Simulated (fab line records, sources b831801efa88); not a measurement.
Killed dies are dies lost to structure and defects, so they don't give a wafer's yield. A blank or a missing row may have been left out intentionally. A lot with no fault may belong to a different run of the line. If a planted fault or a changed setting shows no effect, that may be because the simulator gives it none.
Comparing a struck lot with a sound one :: flow gf180mcu :: 15 steps out of a route of 602
Sound: the wafers L292.2, L292.4, L292.6. Struck: wafer L299.4 (L299.5, L299.6, from the same lot, were not struck and are left out); the cause is given at the end.
For every step that has rows: the tool of each side, followed by ch and its chambers, followed by its first start. Under that, the readings that differ: sound wafers :: struck wafers :: difference of the means :: sigmas: that difference in standard deviations of wafers without a fault.
alike: readings with means less than 2 such deviations apart, plus words and numbers identical on both sides. not compared: withheld readings, readings lacking a value on some wafer, bounds such as >300 that could conceal the same value, and numbers that have no deviation in the record and whose values overlap.
A row with sigmas, a row that says differs or no value, or rows on one side alone: a step with any of these is where the two part. Non-overlapping numbers with no deviation appear without sigmas and do not part them. Lack of a reading on every wafer of one side parts them only where that side has two or more wafers.

GF_V5_OVL_MEAS_15:
  struck on overlay-02, day 30 10:44; sound on overlay-01, day 28 08:19
  alike: V5_OVL
GF_V5_ETCH_16: etches BARC in N2/H2.
  sound on rie diel-01 ch 0,2, day 28 08:21; struck on rie diel-02 ch 1, day 30 10:45
  alike: drypump motor current A, oes product au, throttle valve pct
then, 1 step without rows for these wafers: GF_V5_ETCH_17 (etches SiO2 in C4F8/O2/Ar, stops on TiN, target depth 855 nm).
GF_V5_STRIP_18: strips in O2/N2.
  sound on plasma asher-02 ch 0,1, day 28 08:30; struck on plasma asher-04 ch 1, day 30 10:56
  alike: drypump motor current A, heater power w, oes product au
  not compared: rf hours counter h
then, 2 steps without rows for these wafers: GF_V5_STRIP_19 (strips in post etch residue remover, time 1200 s); GF_V5_CLEAN_20 (cleans in DIW).
GF_V5_SPUTTER_21: material Ti, target thk 15 nm, time 80.02 s.
  struck on pvd sputter-04, day 30 11:26; sound on pvd sputter-04, day 28 09:02
  alike: chamber pressure pa, throttle valve pct
then, 1 step without rows for these wafers: GF_V5_SPUTTER_22 (material TiN, target thk 10 nm, time 40 s).
GF_V5_CVD_23: deposits W, target thk 350 nm, time 104.9 s.
  sound on cvd w-02 ch 0,1, day 28 09:08; struck on cvd w-01 ch 1, day 30 11:34
  alike: heater power w, susceptor temp C
GF_V5_RS_MEAS_24: the measuring method here is four-point-probe.
  struck on film metro-04, day 30 11:43; sound on film metro-01, day 28 09:17
reading: V5_W_RS (ohm/sq)
sound: 0.332 0.329 0.332
struck: 0.324
difference: -0.007
sigmas: -2
GF_V5_THK_MEAS_25: measures by xrf.
  struck on film metro-04, day 30 11:48; sound on film metro-01, day 28 09:23
  alike: V5_W_THK
then, 1 step without rows for these wafers: GF_V5_CMP_26 (polishes, stops on SiO2, t overpolish 15 s, target thk 0 nm).
GF_TOP_METAL_SPUTTER_00: material Ti, target thk 37.5 nm, time 150 s.
  struck on pvd sputter-04, day 30 12:08; sound on pvd sputter-03, day 28 10:02
reading: chamber pressure pa (Pa)
sound: 1.996 2.000 2.004
struck: 2.101
difference: +0.101
sigmas: +27

reading: model.Ti_of_TOP_METAL_SPUTTER_00.thk nm (nm)
sound: 37.48 37.49 37.55
struck: 36.63
difference: -0.88
sigmas: 
  alike: throttle valve pct
GF_TOP_METAL_SPUTTER_01: material TiN, target thk 30 nm, time 25 s.
  struck on pvd sputter-04, day 30 12:14; sound on pvd sputter-03, day 28 10:08
  alike: chamber pressure pa, throttle valve pct
GF_PASSIVATION_PROBE_99:
  the record has rows for the struck wafers here (prober-02, day 32 02:35) and none for the sound ones

## WHERE THEY PART
Earliest at GF_V5_RS_MEAS_24; latest, in this record, at GF_PASSIVATION_PROBE_99.

WHY: what the simulator had put in
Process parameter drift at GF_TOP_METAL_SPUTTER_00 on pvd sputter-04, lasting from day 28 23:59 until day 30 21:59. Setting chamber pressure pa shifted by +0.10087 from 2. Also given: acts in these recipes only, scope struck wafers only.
